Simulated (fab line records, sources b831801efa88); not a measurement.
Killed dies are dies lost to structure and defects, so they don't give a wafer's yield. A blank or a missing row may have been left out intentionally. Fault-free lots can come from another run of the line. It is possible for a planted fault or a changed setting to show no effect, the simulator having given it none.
Code-filled problem report in 8D (eight disciplines) form / flow gf180mcu / the parts of the form that need people (team, actions taken, sign-off) are left out

== 1. PROBLEM STATEMENT ==
Across 9 wafers from 3 lots, HV_LDD_2_TW at GF_HV_LDD_TW_MEAS_23 averages 972, while fault-free wafers read 1057 with a standard deviation of 5.5. Relative to the usual mean, that is a shift of -15 standard deviations.
The first sign was on wafer L212.2 at day 14 05:50, on film metro-03. At this step, 42 wafers from 14 lots have a number in the record. Rule for "out" (also "out of limits"): further than 4 standard deviations from the usual mean. The rest of the wafers with a number are treated as sound.

== 2. WHAT IT IS; WHAT IT IS NOT ==
question=which readings at this step | is=HV_LDD_2_TW | is not=-
question=which lots | is=L212, L214, L215 | is not=L201, L202, L203, L205, L206, L207, L209, L213, L220, L221, L224
question=which wafers of those lots | is=all that have a number | is not=-
question=read on which gauges | is=film metro-01, film metro-02, film metro-03 | is not=-
question=when | is=from day 14 05:50 | is not=up to then (21 sound wafers); but 12 sound wafers of L213, L220, L221, L224 came after

== 3. THE SUSPECTS, EACH WITH WHAT RULES IT OUT ==
Counting: a tool at a process step up to the reading stays a suspect if it ran every lot that is out and no sound lot after the first of them.
- the gauge at GF_HV_LDD_TW_MEAS_23 is ruled out. 3 gauges (film metro-01, film metro-02, film metro-03) read the wafers that are out.
- implanter-04 at GF_HV_LDD_IMPLANT_21: ruled out as a lasting fault. The sound lots L224 went through it after L212, its earliest lot that is out (day 14 05:35).
Left after counting: nothing in the record.

== 4. THE CAUSE (what the simulator had put in) ==
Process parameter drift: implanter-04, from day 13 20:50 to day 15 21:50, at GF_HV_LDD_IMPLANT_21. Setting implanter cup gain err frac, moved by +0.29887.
It was ruled out by counting, in error; the rule expects a fault to strike all lots run on its tool from its start on, and this fault did not.

== 5. THE EFFECT CHAIN, in route order ==
Each row: a reading where the mean over the struck wafers with a number is more than 3 standard deviations away from the usual. Only readings for which the record gives a usual standard deviation are gone through. hours: the time from each lot's start at the first step in this table that gives one to its start at this step, as a median over the lots. sigmas: the change in usual standard deviations.
hours=0; step=GF_HV_LDD_IMPLANT_21; reading=beam on s; usual=9.99 s; on struck wafers=7.63; change=-2.36; sigmas=-12
hours=0; step=GF_HV_LDD_IMPLANT_21; reading=faraday current uA; usual=282; on struck wafers=369; change=+87; sigmas=+16
hours=0; step=GF_HV_LDD_TW_MEAS_23; reading=HV_LDD_2_TW; usual=1057; on struck wafers=972; change=-85; sigmas=-15
The process steps in it:
- GF_HV_LDD_IMPLANT_21
Later measuring or inspecting steps at which every struck wafer that the step has a row for has a number for every such reading, and none has moved that far: GF_HV_LDD_CD_MEAS_46.

== 6. HOW IT WOULD HAVE BEEN CAUGHT EARLIER ==
9 hours passed between the start of the fault at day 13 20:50 and the first reading out of limits at a measuring or inspecting step in this record, taken at day 14 05:50.
Tool's own readings at GF_HV_LDD_IMPLANT_21, beam on s, faraday current uA: out on all struck wafers the step has rows for; an alarm limit on them would have tripped on the first.
